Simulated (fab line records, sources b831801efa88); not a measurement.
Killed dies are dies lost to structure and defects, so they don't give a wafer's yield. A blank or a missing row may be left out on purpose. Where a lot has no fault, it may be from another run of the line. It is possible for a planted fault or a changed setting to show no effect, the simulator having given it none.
Which tool is to blame? + flow sky130 + route of 708 steps, sampled at 1 step: 24 lots, 72 wafers

## WHAT THE GAUGES SHOWED, per wafer
SKY_VIA3_THK_MEAS_01. Usual: VIA3_HDPCVD_THK 1634 nm, standard deviation 21.
| lot  | measured     | on            | VIA3_HDPCVD_THK (nm) | flag |
|------|--------------|---------------|----------------------|------|
| L075 | day 39 08:46 | film metro-01 | 1623 1624 1625       |      |
| L077 | day 40 00:09 | film metro-01 | 1643 1627 1645       |      |
| L074 | day 40 01:47 | film metro-04 | 1624 1620 1620       |      |
| L076 | day 40 02:16 | film metro-04 | 1649 1656 1657       |      |
| L078 | day 40 03:55 | film metro-02 | 1647 1655 1665       |      |
| L079 | day 40 05:42 | film metro-04 | 1627 1600 1625       |      |
| L080 | day 40 10:56 | film metro-02 | 1640 1606 1626       |      |
| L081 | day 40 19:07 | film metro-04 | 1641 1644 1621       |      |
| L082 | day 41 06:17 | film metro-01 | 1630 1638 1633       |      |
| L084 | day 41 16:16 | film metro-02 | 1627 1648 1632       |      |
| L083 | day 41 17:10 | film metro-01 | 1642 1648 1665       |      |
| L085 | day 41 19:25 | film metro-04 | 1623 1609 1595       |      |
| L086 | day 42 17:53 | film metro-04 | 1668 1660 1618       |      |
| L088 | day 43 09:28 | film metro-04 | 1659 1606 1634       |      |
| L087 | day 43 15:14 | film metro-04 | 1630 1638 1618       |      |
| L090 | day 43 20:53 | film metro-01 | 1644 1620 1648       |      |
| L089 | day 43 22:45 | film metro-04 | 1634 1603 1648       |      |
| L092 | day 44 03:40 | film metro-04 | 1657 1691 1695       |      |
| L091 | day 44 07:19 | film metro-04 | 1630 1645 1633       |      |
| L093 | day 44 10:43 | film metro-04 | 1600 1643 1610       |      |
| L094 | day 44 18:04 | film metro-01 | 1617 1603 1617       |      |
| L095 | day 45 02:46 | film metro-04 | 1638 1643 1636       |      |
| L096 | day 45 08:53 | film metro-04 | 1658 1640 1617       |      |
| L097 | day 45 13:25 | film metro-04 | 1674 1653 1667       |      |

## TOOL THAT RAN EACH LOT (tool first, then ch and the chambers of the sampled wafers, then the start)
No process step before these readings appears in the record.

## WHAT THE TOOLS THEMSELVES READ (means of the sampled wafers that have a number; where no wafer has one, the mark that the record gives instead)
The record holds no such reading with a usual standard deviation.

## THE ANSWER, worked out from the rows above alone
Rule: a lot counts as off when the mean over its wafers that have a number is more than 3 standard deviations away from the usual mean. A lot without any number at a reading at which 4 lots or more have one is off too. Any other lot the step has rows for is counted as sound. Order of review: gauges by route order, followed by the tools' own readings, for which a lot's mean as printed above is used. At the first step where some lot is off, the reading lying furthest off is the one used; lots without a number count as furthest.
No lot is off on any of the readings shown, so nothing can be concluded from this.

## WHAT WAS PUT IN BY THE SIMULATOR
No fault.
